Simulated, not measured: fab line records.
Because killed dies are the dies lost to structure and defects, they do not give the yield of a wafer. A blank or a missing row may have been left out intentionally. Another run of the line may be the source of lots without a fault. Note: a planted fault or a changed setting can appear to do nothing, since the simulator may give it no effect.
Check for tools in common -- flow gf180mcu -- 13 lots and 39 wafers in the sample

## WHAT PROMPTED THE OPENING
At GF_HV_LDD_RS_MEAS_53 the reading HV_LDD_RS is flagged on 3 of 13 lots. No-fault wafers: 418.6 ohm/sq, standard deviation 1.
Rule: flag the lot when none of its wafers has a number, or when each of its wafers that has one lies beyond 4 standard deviations from that mean. The rest of the lots are taken to be sound.

lot,measured,on,"HV_LDD_RS (ohm/sq), wafer by wafer",flag
L826,day 13 01:27,film metro-04,419.4 419.0 419.8,
L827,day 13 03:19,film metro-04,419.5 419.2 418.8,
L829,day 13 16:47,film metro-04,417.9 418.8 417.7,
L833,day 14 21:04,film metro-03,417.9 418.5 418.5,
L834,day 15 09:42,film metro-01,420.3 418.9 419.4,
L835,day 15 17:29,film metro-01,418.2 417.7 418.4,
L837,day 16 12:16,film metro-04,417.9 418.8 417.3,
L838,day 16 15:18,film metro-01,419.0 418.3 417.7,
L843,day 18 12:59,film metro-03,418.9 419.2 418.8,
L844,day 18 21:45,film metro-04,426.2 427.2 427.9,FLAGGED
L846,day 19 08:16,film metro-01,425.3 426.2 425.2,FLAGGED
L847,day 19 17:49,film metro-04,427.1 426.6 427.2,FLAGGED
L848,day 20 01:22,film metro-04,418.7 419.3 418.4,
The numbers of the flagged lots are 426.5 ohm/sq on average: +7.9 ohm/sq against the usual, or +8 standard deviations.

## TOOL THAT RAN EACH LOT
Before the reading, the record contains 2 process steps out of a 602-step route. Cell contents, in order: the tool; ch with the chambers the sampled wafers went through; the start.
lot,flag,GF_STI_CMP_25,GF_HV_LDD_IMPLANT_09
L826,,"cmp-02 ch 0,2,3, day 2 12:02","implanter-03 ch 0, day 10 14:29"
L827,,"cmp-01 ch 0,1,3, day 2 17:38","implanter-02 ch 0, day 10 17:25"
L829,,"cmp-02 ch 0,1,2, day 3 01:29","implanter-03 ch 0, day 11 05:22"
L833,,"cmp-01 ch 0,3, day 3 20:56","implanter-04 ch 0, day 12 07:50"
L834,,"cmp-01 ch 0,3, day 4 02:19","implanter-04 ch 0, day 12 18:46"
L835,,"cmp-02 ch 0,1,2, day 4 09:31","implanter-04 ch 0, day 13 01:49"
L837,,"cmp-02 ch 0,1,3, day 4 17:29","implanter-03 ch 0, day 13 18:47"
L838,,"cmp-02 ch 1,2,3, day 4 22:55","implanter-02 ch 0, day 13 20:56"
L843,,"cmp-01 ch 0,1, day 6 00:29","implanter-04 ch 0, day 15 16:02"
L844,FLAGGED,"cmp-02 ch 0,1,2, day 6 07:17","implanter-03 ch 0, day 15 23:46"
L846,FLAGGED,"cmp-01 ch 2,3, day 6 15:35","implanter-03 ch 0, day 16 09:44"
L847,FLAGGED,"cmp-01 ch 2,3, day 6 20:59","implanter-03 ch 0, day 16 18:35"
L848,,"cmp-02 ch 0,2,3, day 7 02:37","implanter-02 ch 0, day 17 00:52"
What the steps here do:
- GF_STI_CMP_25: polishes, stops on Si3N4, t overpolish 33 s, target thk 524.6 nm.
- GF_HV_LDD_IMPLANT_09
- GF_HV_LDD_RS_MEAS_53: measures by four-point-probe.

## FLAGGED OVER TOTAL, TOOL BY TOOL (the gauges that took the reading come last)
step,tool,lots run,flagged,share of the flagged lots,sound lots run after its first flagged lot
GF_STI_CMP_25,cmp-01,6,2,some,0
GF_STI_CMP_25,cmp-02,7,1,some,1 (L848)
GF_HV_LDD_IMPLANT_09,implanter-02,3,0,none,-
GF_HV_LDD_IMPLANT_09,implanter-03,6,3,all,0
GF_HV_LDD_IMPLANT_09,implanter-04,4,0,none,-
GF_HV_LDD_RS_MEAS_53,film metro-01,4,1,some,0
GF_HV_LDD_RS_MEAS_53,film metro-03,2,0,none,-
GF_HV_LDD_RS_MEAS_53,film metro-04,7,2,some,1 (L848)

## WHAT THE TABLE PERMITS
All flagged lots share 1 row of the table, namely implanter-03 at GF_HV_LDD_IMPLANT_09.
- implanter-03 at GF_HV_LDD_IMPLANT_09: 3 of its 6 lots flagged. Last sound lot L837 at day 13 18:47, first flagged lot L844 at day 15 23:46; a fault beginning in between fits. Its own readings (dose ions cm2) fall more than 4 standard deviations out on all wafers of the flagged lots.
Just one tool remains: implanter-03 at GF_HV_LDD_IMPLANT_09.

## WHAT HAD BEEN PUT IN BY THE SIMULATOR
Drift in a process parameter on implanter-03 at GF_HV_LDD_IMPLANT_09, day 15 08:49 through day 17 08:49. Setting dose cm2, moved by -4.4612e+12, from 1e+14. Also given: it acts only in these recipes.
Struck lots among those shown: L844, L846, L847. This agrees with what the rule above found.
